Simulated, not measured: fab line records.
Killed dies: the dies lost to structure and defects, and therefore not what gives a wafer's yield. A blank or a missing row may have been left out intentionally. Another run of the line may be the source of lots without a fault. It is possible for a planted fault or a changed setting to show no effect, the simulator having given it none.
fab line records	flow sky130
[record] lots = 12	wafers = 36	last_day = 50
route steps=708 shown FIELD_ISO@5 NWELL@78 PAD_OPEN@708
lots with no fault: from the same line, run without faults
start_h: hours from the record's opening day to when the first of the lot's shown wafers began	wait_h: hours elapsed since this lot's preceding step	" same as the row above	L1.1+2: a single row standing in for several wafers	- no value, or no start given	* or withheld: withheld	< > ~ a bound
route shown NAME@n: names a module that has steps shown in the file, with the first one's number in the route	usual: the fault-free wafers' mean and standard deviation	same: alike in all rows	chamber/n: place in a boat	sites: the reading at each site	_std_site: the standard deviation of these	_edge_site: inner sites' mean taken away from outer sites' mean	radius_mm: how far each site lies from the wafer's centre	mask NAME#n: copy n	behind: the most recent tool/chamber to have shaped the wafer	hold: cause of the lot's hold/its duration in hours/its outcome	device: which transistor (n, p or np) failed to switch	end of line: at the end of the route, the tests of the same wafers	where a step has no rows: the recipe by itself	killed: not the wafer's yield, but the dies lost to structure and defects at the first sort	map: dies across one wafer; x = killed, . = not, _ = none there
set.NAME: the setting the step ran with; set.NAME@STEP: the setting that earlier step ran with	model.NAME: the simulator's own value behind a step, which no gauge read
route steps across a sampled set of lots; one table per step, one row per wafer
services: from which hour (start_h, from the record's first day; less than 0 if before it) a tool's chamber was out of use, for how many hours, and why
[[steps]]
[step SKY_FIELD_ISO_THK_MEAS_04]
[recipe] reads = Si3N4_of_FIELD_ISO_CVD_03
[usual] FIELD_ISO_CVD_03_THK = 165.6/1.5
lot.wafer	tool	chamber	start_h	wait_h	FIELD_ISO_CVD_03_THK[nm]
L704.2	film_metro-02	-	18.49	0.0	165.7
L704.3	"	-	"	"	166.2
L704.6	"	-	"	"	168.0
L706.3	film_metro-03	-	31.93	0.0	164.3
L706.4	"	-	"	"	164.1
L706.5	"	-	"	"	163.8
L709.2	film_metro-01	-	45.25	0.0	166.1
L709.4	"	-	"	"	166.5
L709.6	"	-	"	"	165.7
L710.2	film_metro-02	-	51.43	0.0	164.5
L710.3	"	-	"	"	164.5
L710.5	"	-	"	"	163.0
L712.2	film_metro-02	-	61.03	0.0	164.4
L712.5	"	-	"	"	163.9
L712.6	"	-	"	"	166.2
L715.2	film_metro-01	-	73.59	0.0	166.1
L715.5	"	-	"	"	167.7
L715.6	"	-	"	"	166.8
L716.2	film_metro-03	-	79.86	0.0	165.3
L716.3	"	-	"	"	165.5
L716.4	"	-	"	"	165.5
L719.2	film_metro-03	-	94.50	0.0	165.8
L719.3	"	-	"	"	164.9
L719.5	"	-	"	"	166.2
L721.2	film_metro-03	-	104.93	0.0	165.7
L721.3	"	-	"	"	165.7
L721.4	"	-	"	"	166.3
L724.1	film_metro-02	-	118.58	0.0	167.0
L724.3	"	-	"	"	167.4
L724.6	"	-	"	"	166.5
L725.1	film_metro-03	-	124.33	0.0	166.4
L725.3	"	-	"	"	164.6
L725.4	"	-	"	"	165.6
L726.1	film_metro-03	-	128.48	0.0	164.7
L726.3	"	-	"	"	164.8
L726.4	"	-	"	"	163.9
[step SKY_FIELD_ISO_ETCH_15]
[recipe] chemistry = CHF3/O2	target_depth_nm = 180	stop_on = Si	source_w = 600	bias_w = 200	pressure_mtorr = 40	chf3_flow_sccm = 50	O2_flow_sccm = 5	time_s = 72
[usual] chamber_pressure_mTorr = 40.01/0.034	drypump_motor_current_A = 5.9/0.4	oes_product_au = 0.948/0.0064	throttle_valve_pct = 8.844/0.0096
lot.wafer	tool	chamber	start_h	wait_h	chamber_pressure_mTorr	drypump_motor_current_A	oes_product_au	rf_hours_counter_h	throttle_valve_pct
L704.2	rie_diel-02	1	33.26	0.0	40.02	5.4	0.945	61	8.843
L704.3	"	0	"	"	39.97	6.2	0.947	1	8.823
L704.6	"	3	"	"	40.05	6.1	0.955	-	8.850
L706.3	rie_diel-02	2	46.95	0.0	40.01	5.8	0.947	109	8.845
L706.4	"	0	"	"	39.95	6.2	0.936	2	8.841
L706.5	"	0	"	"	39.96	6.2	0.944	-	8.837
L709.2	rie_diel-04	3	60.74	0.0	39.98	5.4	0.950	95	8.856
L709.4	"	2	"	"	39.99	5.6	0.952	137	8.850
L709.6	"	2	"	"	40.01	5.6	0.944	-	8.827
L710.2	rie_diel-03	3	67.48	0.0	39.98	6.1	0.950	3	8.841
L710.3	"	1	"	"	40.04	6.3	0.938	134	8.836
L710.5	"	3	"	"	39.98	6.1	0.939	-	8.847
L712.2	rie_diel-02	0	77.83	0.0	40.07	6.2	0.952	2	8.831
L712.5	"	0	"	"	40.07	6.2	0.950	-	8.838
L712.6	"	3	"	"	39.98	6.1	0.947	-	8.851
L715.2	rie_diel-03	3	90.54	0.0	40.00	6.1	0.956	4	8.833
L715.5	"	0	"	"	40.03	6.6	0.954	-	8.849
L715.6	"	3	"	"	39.99	6.1	0.951	-	8.844
L716.2	rie_diel-03	0	97.28	0.0	39.98	6.6	0.946	99	8.851
L716.3	"	1	"	"	40.01	6.3	0.955	135	8.838
L716.4	"	3	"	"	40.02	6.1	0.943	4	8.857
L719.2	rie_diel-02	3	112.48	0.0	40.02	6.1	0.945	128	8.843
L719.3	"	1	"	"	40.00	5.4	0.938	63	8.869
L719.5	"	0	"	"	40.04	6.2	0.944	-	8.854
L721.2	rie_diel-03	3	122.40	0.0	40.00	6.1	0.946	5	8.835
L721.3	"	2	"	"	40.03	5.5	0.948	154	8.835
L721.4	"	0	"	"	40.02	6.6	0.949	99	8.838
L724.1	rie_diel-02	3	138.19	0.0	40.03	6.1	0.955	129	8.856
L724.3	"	1	"	"	39.98	5.4	0.950	63	8.864
L724.6	"	0	"	"	39.95	6.2	0.954	-	8.842
L725.1	rie_diel-04	0	144.09	0.0	40.04	5.5	0.945	20	8.842
L725.3	"	1	"	"	40.01	5.5	0.946	26	8.834
L725.4	"	3	"	"	40.03	5.4	0.954	96	8.870
L726.1	rie_diel-03	0	148.05	0.0	39.97	6.6	0.943	100	8.841
L726.3	"	2	"	"	40.02	5.5	0.945	154	8.829
L726.4	"	3	"	"	39.99	6.1	0.942	5	8.831
[step SKY_FIELD_ISO_CMP_27]
[recipe] stop_on = Si3N4	t_overpolish_s = 16	down_force_psi = 4	platen_rpm = 60	target_thk_nm = 457.8	pad_velocity_m_s = 0.94248
[usual] motor_current_A = 12.1/1.2	overpolish_run_s = 16.001/0.0098	time_to_endpoint_s = 111/5.6
[same] t_overpolish_s = 16
lot.wafer	tool	chamber	start_h	wait_h	motor_current_A	overpolish_run_s	time_to_endpoint_s
L704.2	cmp-02	2	41.10	0.0	13.9	15.992	105
L704.3	"	0	"	"	10.7	15.995	115
L704.6	"	2	"	"	14.5	15.995	106
L706.3	cmp-01	2	53.62	0.0	10.9	15.996	115
L706.4	"	1	"	"	11.4	16.007	124
L706.5	"	2	"	"	10.8	16.010	117
L709.2	cmp-02	1	65.35	0.1	11.6	16.004	105
L709.4	"	2	"	"	14.1	15.997	110
L709.6	"	0	"	"	11.4	16.020	121
L710.3	cmp-01	1	70.95	0.1	11.9	15.998	119
L710.2	"	2	"	"	11.1	16.013	110
L710.5	"	3	"	"	11.6	16.002	108
L712.2	cmp-01	0	83.33	0.0	10.3	16.002	111
L712.5	"	0	"	"	11.2	15.993	109
L712.6	"	1	"	"	11.5	15.995	117
L715.2	cmp-02	3	94.84	0.1	14.2	16.002	113
L715.5	"	0	"	"	11.3	15.985	115
L715.6	"	1	"	"	11.6	16.005	102
L716.2	cmp-02	3	101.95	0.0	14.3	16.009	108
L716.4	"	0	"	"	11.2	15.994	120
L716.3	"	1	"	"	11.7	16.000	107
L719.3	cmp-02	3	116.66	0.1	13.8	15.990	112
L719.2	"	0	"	"	11.5	15.999	120
L719.5	"	2	"	"	13.5	15.992	110
L721.3	cmp-01	3	126.40	0.0	11.4	16.007	102
L721.2	"	1	"	"	11.8	16.000	113
L721.4	"	2	"	"	11.5	16.013	59
L724.3	cmp-02	0	141.57	0.0	11.0	16.008	118
L724.1	"	3	"	"	13.6	15.991	112
L724.6	"	1	"	"	11.7	16.018	104
L725.1	cmp-02	2	148.75	0.0	14.2	15.998	114
L725.4	"	3	"	"	13.5	15.990	119
L725.3	"	0	"	"	11.4	15.992	124
L726.3	cmp-02	0	151.41	0.0	11.9	16.005	118
L726.1	"	2	"	"	14.6	15.985	110
L726.4	"	3	"	"	13.3	16.014	114
[step SKY_NWELL_STRIP_25]
[recipe] chemistry = O2/N2	power_w = 1400	pressure_mtorr = 1500	platen_temp_c = withheld	o2_flow_sccm = 3000	n2_flow_sccm = 300	overash_fraction = 0.5
[usual] chamber_pressure_mTorr = 1500.0/1.2	drypump_motor_current_A = 5.62/0.3	oes_product_au = 0.722/0.0043	strip_time_to_endpoint_s = 36.91/0.11
lot.wafer	tool	chamber	start_h	wait_h	chamber_pressure_mTorr	drypump_motor_current_A	oes_product_au	rf_hours_counter_h	strip_time_to_endpoint_s
L704.2	plasma_asher-02	1	112.10	0.2	1499.8	6.03	0.723	37	36.81
L704.3	"	1	"	"	1499.7	6.03	0.726	-	36.82
L704.6	"	0	"	"	1500.0	5.39	0.720	-	36.68
L706.3	plasma_asher-03	0	127.31	0.1	1500.8	5.13	0.722	-	37.02
L706.4	"	1	"	"	1498.0	5.86	0.729	-	36.95
L706.5	"	1	"	"	1498.6	5.85	0.716	-	36.96
L709.2	plasma_asher-01	0	141.02	0.1	1499.3	5.57	0.730	2	36.96
L709.4	"	1	"	"	1496.6	5.73	0.721	-	37.03
L709.6	"	1	"	"	1498.4	5.73	0.723	-	36.93
L710.2	plasma_asher-01	1	148.27	0.1	1501.3	5.69	0.725	3	36.97
L710.3	"	1	"	"	1500.8	5.67	0.715	-	36.91
L710.5	"	0	"	"	1500.4	5.54	0.718	-	36.96
L712.2	plasma_asher-02	0	163.87	0.1	1498.5	5.41	0.725	43	36.91
L712.5	"	0	"	"	1500.8	5.41	0.721	-	36.97
L712.6	"	1	"	"	1499.7	6.05	0.720	-	36.91
L715.2	plasma_asher-03	1	176.07	0.1	1498.9	5.85	0.727	38	36.88
L715.5	"	0	"	"	1502.1	5.14	0.723	-	36.84
L715.6	"	1	"	"	1498.0	5.88	0.721	-	37.00
L716.2	plasma_asher-01	0	182.22	0.1	1497.8	5.56	0.721	6	36.69
L716.3	"	1	"	"	1500.3	5.73	0.722	-	36.74
L716.4	"	0	"	"	1500.7	5.56	0.715	-	36.65
L719.2	plasma_asher-02	1	199.37	0.1	1499.0	6.03	0.726	46	36.76
L719.3	"	0	"	"	1500.1	5.40	0.717	-	36.91
L719.5	"	0	"	"	1499.8	5.42	0.724	-	36.88
L721.2	plasma_asher-02	0	211.34	0.1	1501.1	5.42	0.717	47	37.09
L721.3	"	0	"	"	1502.1	5.41	0.722	-	37.13
L721.4	"	1	"	"	1501.1	6.03	0.721	-	37.13
L724.1	plasma_asher-01	0	232.35	0.1	1501.5	5.57	0.721	11	37.05
L724.3	"	0	"	"	1497.6	5.56	0.717	-	37.03
L724.6	"	1	"	"	1500.4	5.69	0.728	-	37.03
L725.1	plasma_asher-02	1	237.20	0.1	1499.1	6.03	0.719	50	36.92
L725.3	"	0	"	"	1498.8	5.40	0.713	-	36.95
L725.4	"	1	"	"	1502.6	6.06	0.718	-	37.02
L726.1	plasma_asher-02	1	240.67	0.1	1501.2	6.04	0.725	50	36.95
L726.3	"	1	"	"	1501.2	6.02	0.720	-	36.92
L726.4	"	0	"	"	1500.6	5.40	0.723	-	37.00
[step SKY_PAD_OPEN_PROBE_99]
[usual] killed_at_M0_to_M3 = 43/6.1	killed_at_M4_up = 3.5/2	killed_at_contacts = 25/5.1	killed_at_front_end = 14/4.2	killed_at_other = 0.3/0.55	killed_dies = 86/8.3	killed_open = 46/7.2	killed_short = 39/6
[same] gross_dies = 492	killed_at_back_side = 0
lot.wafer	tool	chamber	start_h	wait_h	killed_at_M0_to_M3	killed_at_M4_up	killed_at_contacts	killed_at_front_end	killed_at_other	killed_dies	killed_open	killed_short
L704.2	prober-02	-	1087.45	0.1	41	6	22	15	0	84	42	42
L704.3	prober-02	-	1087.50	0.2	46	5	28	15	2	96	43	51
L704.6	prober-02	-	1087.65	0.2	37	7	26	17	0	87	47	37
L706.3	prober-01	-	1106.74	0.2	49	3	30	17	0	99	56	43
L706.4	prober-01	-	1106.79	0.2	45	4	21	18	0	88	44	44
L706.5	prober-01	-	1106.84	0.2	49	5	25	11	0	90	48	42
L709.2	prober-02	-	1122.08	0.1	43	3	26	9	0	81	46	34
L709.4	prober-02	-	1122.18	0.2	45	2	30	9	0	86	50	36
L709.6	prober-02	-	1122.28	0.2	30	9	31	12	1	83	40	43
L710.2	prober-01	-	1123.99	0.1	51	5	22	16	1	95	46	49
L710.3	prober-01	-	1124.04	0.2	41	2	19	16	0	78	39	39
L710.5	prober-01	-	1124.14	0.2	37	3	29	16	0	85	40	45
L712.2	prober-02	-	1138.67	0.1	31	5	21	22	0	79	42	37
L712.5	prober-02	-	1138.82	0.2	52	4	21	23	0	100	49	50
L712.6	prober-02	-	1138.87	0.2	45	3	25	21	0	94	52	38
L715.2	prober-02	-	1146.03	0.1	40	8	26	10	0	84	45	39
L715.5	prober-02	-	1146.18	0.2	38	2	32	14	1	87	45	41
L715.6	prober-02	-	1146.23	0.2	40	2	29	7	0	78	41	36
L716.2	prober-01	-	1147.40	0.1	39	2	32	12	1	86	48	38
L716.3	prober-01	-	1147.45	0.2	45	3	25	17	0	90	43	47
L716.4	prober-01	-	1147.50	0.2	35	5	29	19	0	88	50	38
L719.2	prober-02	-	1162.84	0.1	36	2	28	11	0	77	41	36
L719.3	prober-02	-	1162.89	0.2	45	2	39	15	1	102	68	34
L719.5	prober-02	-	1162.99	0.2	40	1	31	16	0	88	55	33
L721.2	prober-01	-	1171.59	0.1	46	4	20	20	0	90	42	48
L721.3	prober-01	-	1171.64	0.2	37	2	32	20	0	91	49	42
L721.4	prober-01	-	1171.69	0.2	49	2	24	16	0	91	47	44
L724.1	prober-02	-	1190.38	0.1	49	0	27	10	1	87	50	37
L724.3	prober-02	-	1190.48	0.2	47	2	18	12	0	79	33	46
L724.6	prober-02	-	1190.63	0.2	44	1	28	10	0	83	51	32
L725.1	prober-01	-	1191.49	0.1	37	2	21	10	0	70	33	37
L725.3	prober-01	-	1191.59	0.2	45	3	21	19	0	88	46	42
L725.4	prober-01	-	1191.64	0.2	50	4	22	11	0	87	39	48
L726.1	prober-02	-	1195.05	0.1	40	4	19	16	0	79	39	40
L726.3	prober-02	-	1195.15	0.2	50	4	15	11	0	80	48	32
L726.4	prober-02	-	1195.20	0.2	44	4	25	10	0	83	52	31
// killed by level:class
L704.2 METAL2:geometric_particle:short=10 CONTACT:geometric_particle:open=8 VIA2:geometric_particle:open=7 METAL1:geometric_particle:short=6 VIA1:geometric_particle:open=6 LI_CONTACT:geometric_particle:open=5 METAL4:geometric_particle:short=4 VIA3:geometric_particle:open=4
L704.3 CONTACT:geometric_particle:short=10 VIA1:geometric_particle:open=9 LI_CONTACT:geometric_particle:open=7 VIA1:geometric_particle:short=7 VIA2:geometric_particle:open=6 VIA3:geometric_particle:open=6 CONTACT:geometric_particle:open=5 METAL2:geometric_particle:short=5
L704.6 CONTACT:geometric_particle:open=11 METAL1:geometric_particle:short=9 POLY_GATE:geometric_particle:open=6 LI_CONTACT:geometric_particle:open=6 VIA1:geometric_particle:open=6 VIA2:geometric_particle:open=5 VIA3:geometric_particle:open=5 FIELD_ISO:geometric_particle:short=4
L706.3 VIA1:geometric_particle:open=11 VIA2:geometric_particle:open=9 VIA3:geometric_particle:open=8 CONTACT:geometric_particle:short=8 CONTACT:geometric_particle:open=7 LI_CONTACT:geometric_particle:open=6 VIA1:geometric_particle:short=6 METAL2:geometric_particle:short=6
L706.4 CONTACT:geometric_particle:open=11 VIA1:geometric_particle:open=8 VIA1:geometric_particle:short=7 POLY_GATE:geometric_particle:short=6 VIA2:geometric_particle:short=6 METAL1:geometric_particle:short=5 VIA3:geometric_particle:open=5 FIELD_ISO:geometric_particle:short=4
L706.5 VIA1:geometric_particle:open=14 CONTACT:geometric_particle:open=11 METAL3:geometric_particle:short=6 VIA2:geometric_particle:open=6 VIA3:geometric_particle:open=6 METAL1:geometric_particle:short=5 LI_CONTACT:geometric_particle:short=5 METAL4:geometric_particle:short=5
L709.2 CONTACT:geometric_particle:open=9 VIA1:geometric_particle:open=8 METAL2:geometric_particle:short=6 VIA2:geometric_particle:open=6 LI_CONTACT:geometric_particle:open=5 VIA3:geometric_particle:open=5 VIA2:geometric_particle:short=4 LI_CONTACT:geometric_particle:short=4
L709.4 LI_CONTACT:geometric_particle:open=12 VIA1:geometric_particle:open=11 CONTACT:geometric_particle:open=10 VIA3:geometric_particle:open=8 METAL1:geometric_particle:short=7 LI_CONTACT:geometric_particle:short=5 VIA1:geometric_particle:short=5 VIA2:geometric_particle:open=4
L709.6 CONTACT:geometric_particle:open=12 METAL1:geometric_particle:short=9 METAL4:geometric_particle:short=9 LI_CONTACT:geometric_particle:open=8 FIELD_ISO:geometric_particle:short=5 CONTACT:geometric_particle:short=5 VIA1:geometric_particle:open=5 FIELD_ISO:geometric_particle:open=4
L710.2 VIA1:geometric_particle:open=10 VIA1:geometric_particle:short=9 METAL2:geometric_particle:short=9 VIA2:geometric_particle:open=9 CONTACT:geometric_particle:open=8 CONTACT:geometric_particle:short=7 FIELD_ISO:geometric_particle:open=6 METAL1:geometric_particle:short=5
L710.3 METAL2:geometric_particle:short=8 FIELD_ISO:geometric_particle:open=6 CONTACT:geometric_particle:open=6 VIA1:geometric_particle:short=6 VIA1:geometric_particle:open=6 LI_CONTACT:geometric_particle:open=5 VIA2:geometric_particle:open=5 LOCAL_INTERCONNECT:geometric_particle:short=4
L710.5 LI_CONTACT:geometric_particle:open=10 FIELD_ISO:geometric_particle:short=9 VIA3:geometric_particle:open=9 VIA1:geometric_particle:open=8 CONTACT:geometric_particle:open=7 METAL1:geometric_particle:short=6 CONTACT:geometric_particle:short=5 METAL2:geometric_particle:short=4
L712.2 VIA1:geometric_particle:open=7 CONTACT:geometric_particle:open=7 FIELD_ISO:geometric_particle:open=6 VIA1:geometric_particle:short=6 LOCAL_INTERCONNECT:geometric_particle:short=5 VIA3:geometric_particle:open=5 METAL4:geometric_particle:short=5 FIELD_ISO:geometric_particle:short=4
L712.5 METAL2:geometric_particle:short=9 FIELD_ISO:geometric_particle:short=8 VIA1:geometric_particle:open=8 VIA3:geometric_particle:open=8 CONTACT:geometric_particle:open=8 FIELD_ISO:geometric_particle:open=7 METAL1:geometric_particle:short=7 VIA2:geometric_particle:open=6
L712.6 VIA2:geometric_particle:open=9 LI_CONTACT:geometric_particle:open=8 VIA1:geometric_particle:open=8 CONTACT:geometric_particle:open=8 FIELD_ISO:geometric_particle:open=6 VIA3:geometric_particle:open=6 METAL2:geometric_particle:short=5 FIELD_ISO:geometric_particle:short=4
L715.2 VIA1:geometric_particle:open=12 CONTACT:geometric_particle:open=9 VIA3:geometric_particle:open=7 LI_CONTACT:geometric_particle:open=6 CONTACT:geometric_particle:short=6 METAL1:geometric_particle:short=5 VIA2:geometric_particle:short=5 METAL4:geometric_particle:short=5
L715.5 CONTACT:geometric_particle:open=15 METAL2:geometric_particle:short=12 VIA3:geometric_particle:open=7 LI_CONTACT:geometric_particle:open=6 CONTACT:geometric_particle:short=5 VIA1:geometric_particle:open=5 FIELD_ISO:geometric_particle:open=4 VIA1:geometric_particle:short=4
L715.6 VIA3:geometric_particle:open=12 CONTACT:geometric_particle:open=8 CONTACT:geometric_particle:short=7 METAL2:geometric_particle:short=7 LI_CONTACT:geometric_particle:open=6 LOCAL_INTERCONNECT:geometric_particle:short=4 VIA2:geometric_particle:open=4 LI_CONTACT:geometric_particle:short=3
L716.2 VIA1:geometric_particle:open=13 VIA1:geometric_particle:short=9 LI_CONTACT:geometric_particle:open=9 CONTACT:geometric_particle:open=9 CONTACT:geometric_particle:short=6 LOCAL_INTERCONNECT:geometric_particle:short=5 VIA3:geometric_particle:open=4 POLY_GATE:geometric_particle:open=4
L716.3 CONTACT:geometric_particle:open=11 METAL1:geometric_particle:short=9 VIA3:geometric_particle:open=8 CONTACT:geometric_particle:short=6 VIA1:geometric_particle:open=6 METAL2:geometric_particle:short=5 FIELD_ISO:geometric_particle:open=4 FIELD_ISO:geometric_particle:short=4
L716.4 VIA1:geometric_particle:open=12 CONTACT:geometric_particle:open=11 FIELD_ISO:geometric_particle:short=8 LI_CONTACT:geometric_particle:open=8 VIA3:geometric_particle:open=6 POLY_GATE:geometric_particle:short=5 LOCAL_INTERCONNECT:geometric_particle:short=5 VIA2:geometric_particle:short=4
L719.2 VIA1:geometric_particle:open=8 LI_CONTACT:geometric_particle:open=7 VIA3:geometric_particle:open=7 CONTACT:geometric_particle:open=6 LI_CONTACT:geometric_particle:short=5 LOCAL_INTERCONNECT:geometric_particle:short=5 POLY_GATE:geometric_particle:open=4 CONTACT:geometric_particle:short=4
L719.3 CONTACT:geometric_particle:open=17 VIA1:geometric_particle:open=14 VIA3:geometric_particle:open=11 LI_CONTACT:geometric_particle:open=6 CONTACT:geometric_particle:short=6 LOCAL_INTERCONNECT:geometric_particle:short=5 POLY_GATE:geometric_particle:open=4 VIA1:geometric_particle:short=4
L719.5 VIA3:geometric_particle:open=13 CONTACT:geometric_particle:open=11 LI_CONTACT:geometric_particle:open=10 METAL2:geometric_particle:short=6 VIA2:geometric_particle:open=6 POLY_GATE:geometric_particle:open=5 LOCAL_INTERCONNECT:geometric_particle:short=4 CONTACT:geometric_particle:short=4
L721.2 VIA1:geometric_particle:open=15 FIELD_ISO:geometric_particle:open=9 METAL2:geometric_particle:short=9 CONTACT:geometric_particle:open=7 FIELD_ISO:geometric_particle:short=6 METAL1:geometric_particle:short=5 VIA1:geometric_particle:short=5 VIA2:geometric_particle:open=5
L721.3 CONTACT:geometric_particle:open=10 LI_CONTACT:geometric_particle:open=8 VIA1:geometric_particle:open=7 FIELD_ISO:geometric_particle:short=6 CONTACT:geometric_particle:short=6 LOCAL_INTERCONNECT:geometric_particle:short=5 VIA3:geometric_particle:open=5 FIELD_ISO:geometric_particle:open=4
L721.4 VIA2:geometric_particle:open=10 FIELD_ISO:geometric_particle:open=7 CONTACT:geometric_particle:open=7 METAL2:geometric_particle:short=7 VIA2:geometric_particle:short=7 VIA3:geometric_particle:open=6 LI_CONTACT:geometric_particle:open=5 CONTACT:geometric_particle:short=5
L724.1 VIA1:geometric_particle:open=14 CONTACT:geometric_particle:open=11 VIA2:geometric_particle:open=9 CONTACT:geometric_particle:short=6 METAL1:geometric_particle:short=5 VIA1:geometric_particle:short=5 METAL2:geometric_particle:short=5 LI_CONTACT:geometric_particle:open=4
L724.3 VIA1:geometric_particle:open=10 CONTACT:geometric_particle:short=8 VIA2:geometric_particle:open=8 VIA1:geometric_particle:short=7 METAL2:geometric_particle:short=6 METAL1:geometric_particle:short=5 LI_CONTACT:geometric_particle:open=4 VIA2:geometric_particle:short=4
L724.6 VIA1:geometric_particle:open=14 METAL1:geometric_particle:short=9 VIA3:geometric_particle:open=9 CONTACT:geometric_particle:open=6 LI_CONTACT:geometric_particle:open=6 CONTACT:geometric_particle:short=5 VIA2:geometric_particle:open=4 LI_CONTACT:geometric_particle:short=4
L725.1 CONTACT:geometric_particle:open=10 METAL1:geometric_particle:short=9 VIA1:geometric_particle:short=7 VIA1:geometric_particle:open=6 LI_CONTACT:geometric_particle:open=4 CONTACT:geometric_particle:short=4 SPACER:geometric_particle:open=3 VIA2:geometric_particle:open=3
L725.3 VIA1:geometric_particle:open=8 LOCAL_INTERCONNECT:geometric_particle:short=7 FIELD_ISO:geometric_particle:open=6 CONTACT:geometric_particle:open=6 METAL1:geometric_particle:short=6 VIA2:geometric_particle:open=6 VIA3:geometric_particle:open=6 CONTACT:geometric_particle:short=5
L725.4 METAL1:geometric_particle:short=11 VIA1:geometric_particle:open=11 VIA2:geometric_particle:open=9 CONTACT:geometric_particle:open=8 CONTACT:geometric_particle:short=6 VIA3:geometric_particle:open=5 POLY_GATE:geometric_particle:short=5 LI_CONTACT:geometric_particle:short=4
L726.1 METAL1:geometric_particle:short=8 LI_CONTACT:geometric_particle:open=7 FIELD_ISO:geometric_particle:open=5 LOCAL_INTERCONNECT:geometric_particle:short=5 CONTACT:geometric_particle:open=5 VIA1:geometric_particle:short=5 VIA1:geometric_particle:open=5 VIA2:geometric_particle:open=5
L726.3 VIA1:geometric_particle:open=14 METAL1:geometric_particle:short=8 VIA2:geometric_particle:open=8 LI_CONTACT:geometric_particle:open=6 CONTACT:geometric_particle:open=5 VIA3:geometric_particle:open=4 METAL4:geometric_particle:short=4 FIELD_ISO:geometric_particle:short=3
L726.4 VIA1:geometric_particle:open=12 CONTACT:geometric_particle:open=9 LI_CONTACT:geometric_particle:open=7 METAL1:geometric_particle:short=7 FIELD_ISO:geometric_particle:open=5 VIA3:geometric_particle:open=5 METAL2:geometric_particle:short=4 VIA2:geometric_particle:open=4
[[services]]
tool	chamber	start_h	hours	kind
cmp-02	-	9.53	0.5	repair
rie_diel-03	-	14.80	0.3	repair
cmp-02	-	20.65	4.2	pm
cmp-02	-	25.67	14.6	repair
rie_diel-02	2	29.22	14.9	repair
rie_diel-03	-	33.28	1.1	repair
plasma_asher-02	-	34.88	2.4	repair
rie_diel-03	-	37.10	0.5	repair
rie_diel-03	-	46.53	2.8	pm
cmp-01	-	48.35	0.6	repair
rie_diel-03	2	59.86	4.7	repair
rie_diel-03	3	60.63	2.1	repair
cmp-01	-	64.25	4.0	pm
cmp-01	-	65.05	0.7	repair
rie_diel-02	1	65.89	6.1	repair
cmp-02	-	75.45	0.2	repair
plasma_asher-01	-	81.10	0.7	repair
cmp-02	-	88.53	0.5	repair
cmp-02	-	103.56	0.8	repair
rie_diel-02	2	133.37	5.3	repair
rie_diel-03	2	148.81	9.8	repair
cmp-02	-	153.23	1.4	repair
cmp-02	-	232.00	4.0	pm
rie_diel-02	3	236.26	22.5	repair
[[key]]
[first_sign] step = SKY_FIELD_ISO_CMP_27	reading = time_to_endpoint_s	direction = down	sigmas = 9.4	usual = *	struck = *
effect none on later readings
met_at SKY_FIELD_ISO_CMP_27
struck_lots L721
struck_wafers L721.4
tester_left_out L721
not_acting_at SKY_FIELD_ISO_THK_MEAS_04,SKY_FIELD_ISO_ETCH_15,SKY_NWELL_STRIP_25
onset_between 70.95 126.40
[fault] kind = process_parameter_drift	tool = cmp-01	chamber = 2	onset_h = 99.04	steps = SKY_FIELD_ISO_CMP_27	channel = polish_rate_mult	offset = 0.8	shape = step	end_h = 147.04
// tester_left_out: of these lots the tester's yield and bins aren't shown, on N5 and GAA mostly nor the transistor test; their killed dies are dies lost to structure and defects alone, not to doping, threshold or leakage, so they don't give the yield
